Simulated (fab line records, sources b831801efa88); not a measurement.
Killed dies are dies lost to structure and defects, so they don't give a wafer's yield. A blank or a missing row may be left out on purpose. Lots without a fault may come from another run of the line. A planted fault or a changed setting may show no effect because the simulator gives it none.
Which tool did it? | flow sky130 | 12 lots, 36 wafers sampled, at 3 steps of a route of 708

WHAT THE GAUGES READ, wafer by wafer
SKY_METAL2_OVL_MEAS_16.
lot  | measured     | on         | METAL2_OVL (nm)
L518 | day 35 15:48 | overlay-01 | 11 -3 5
L519 | day 35 23:04 | overlay-01 | 2 8 3
L520 | day 36 01:04 | overlay-02 | 0 -9 -7
L521 | day 36 11:00 | overlay-02 | -9 -16 -16
L522 | day 36 19:42 | overlay-01 | -12 -9 2
L523 | day 37 05:49 | overlay-01 | -22 -16 -16
L524 | day 37 10:33 | overlay-02 | 4 0 -4
L525 | day 38 01:07 | overlay-01 | -14 -7 -4
L528 | day 39 06:18 | overlay-01 | -6 5 -1
L532 | day 39 23:21 | overlay-01 | -14 -27 -12
L534 | day 40 21:28 | overlay-02 | 11 0 4
L535 | day 40 23:33 | overlay-01 | 0 6 0

WHICH TOOL RAN EACH LOT (tool, then ch and the chambers of the sampled wafers, then the start)
lot  | SKY_METAL2_SPUTTER_00        | SKY_METAL2_SPUTTER_04
L518 | pvd_sputter-01, day 34 13:07 | pvd_sputter-01, day 34 13:12
L519 | pvd_sputter-03, day 34 20:22 | pvd_sputter-03, day 34 20:27
L520 | pvd_sputter-01, day 34 22:07 | pvd_sputter-01, day 34 22:12
L521 | pvd_sputter-01, day 35 08:09 | pvd_sputter-01, day 35 08:14
L522 | pvd_sputter-02, day 35 17:53 | pvd_sputter-02, day 35 17:59
L523 | pvd_sputter-02, day 36 04:04 | pvd_sputter-02, day 36 04:09
L524 | pvd_sputter-01, day 36 07:54 | pvd_sputter-01, day 36 07:59
L525 | pvd_sputter-01, day 36 23:16 | pvd_sputter-01, day 36 23:21
L528 | pvd_sputter-03, day 38 04:09 | pvd_sputter-03, day 38 04:14
L532 | pvd_sputter-02, day 38 23:06 | pvd_sputter-02, day 38 23:11
L534 | pvd_sputter-01, day 39 20:43 | pvd_sputter-01, day 39 20:49
L535 | pvd_sputter-03, day 39 21:52 | pvd_sputter-03, day 39 21:57
- SKY_METAL2_SPUTTER_00: material Ti, target thk 15 nm, time 10 s.
- SKY_METAL2_SPUTTER_04: material TiN, target thk 70 nm, time 58.3 s.

WHAT THE TOOLS THEMSELVES READ (means of the sampled wafers that have a number; where no wafer has one, the mark that the record gives instead)
SKY_METAL2_SPUTTER_00.
lot  | tool           | throttle_valve_pct (%)
L518 | pvd_sputter-01 | 29.6
L519 | pvd_sputter-03 | 29.8
L520 | pvd_sputter-01 | 29.6
L521 | pvd_sputter-01 | 29.5
L522 | pvd_sputter-02 | 30.1
L523 | pvd_sputter-02 | 29.9
L524 | pvd_sputter-01 | 29.5
L525 | pvd_sputter-01 | 30.0
L528 | pvd_sputter-03 | 30.3
L532 | pvd_sputter-02 | 30.2
L534 | pvd_sputter-01 | 30.0
L535 | pvd_sputter-03 | 30.3

SKY_METAL2_SPUTTER_04.
lot  | tool           | throttle_valve_pct (%)
L518 | pvd_sputter-01 | 29.5
L519 | pvd_sputter-03 | 29.7
L520 | pvd_sputter-01 | 29.6
L521 | pvd_sputter-01 | 29.6
L522 | pvd_sputter-02 | 30.3
L523 | pvd_sputter-02 | 29.9
L524 | pvd_sputter-01 | 29.4
L525 | pvd_sputter-01 | 30.0
L528 | pvd_sputter-03 | 30.5
L532 | pvd_sputter-02 | 30.4
L534 | pvd_sputter-01 | 30.2
L535 | pvd_sputter-03 | 30.2

THE ANSWER, worked out from the rows above alone
Rule: what is usual is taken from the lots themselves. Put in order of their means at a reading, lots are off if they are a third of the lots or fewer, leave a main group of 4 or more, and stand apart from it by a gap of 3 or more times the standard deviation of the main group's means; of several such gaps the widest counts. A main group whose means are all the same, to the digits that the tables above print for the reading, isn't used. A lot without any number at a reading at which 4 lots or more have one is off too. The other lots that the step has rows for count as sound. The gauges are gone through in route order, then the tools' own readings, and for those a lot's mean is taken as printed above. The first step at which some lot is off is used, and at that step the reading that is off furthest; a lot without a number counts as furthest.
No lot is off at any reading shown: from this, nothing can be told.

WHAT THE SIMULATOR HAD PUT IN
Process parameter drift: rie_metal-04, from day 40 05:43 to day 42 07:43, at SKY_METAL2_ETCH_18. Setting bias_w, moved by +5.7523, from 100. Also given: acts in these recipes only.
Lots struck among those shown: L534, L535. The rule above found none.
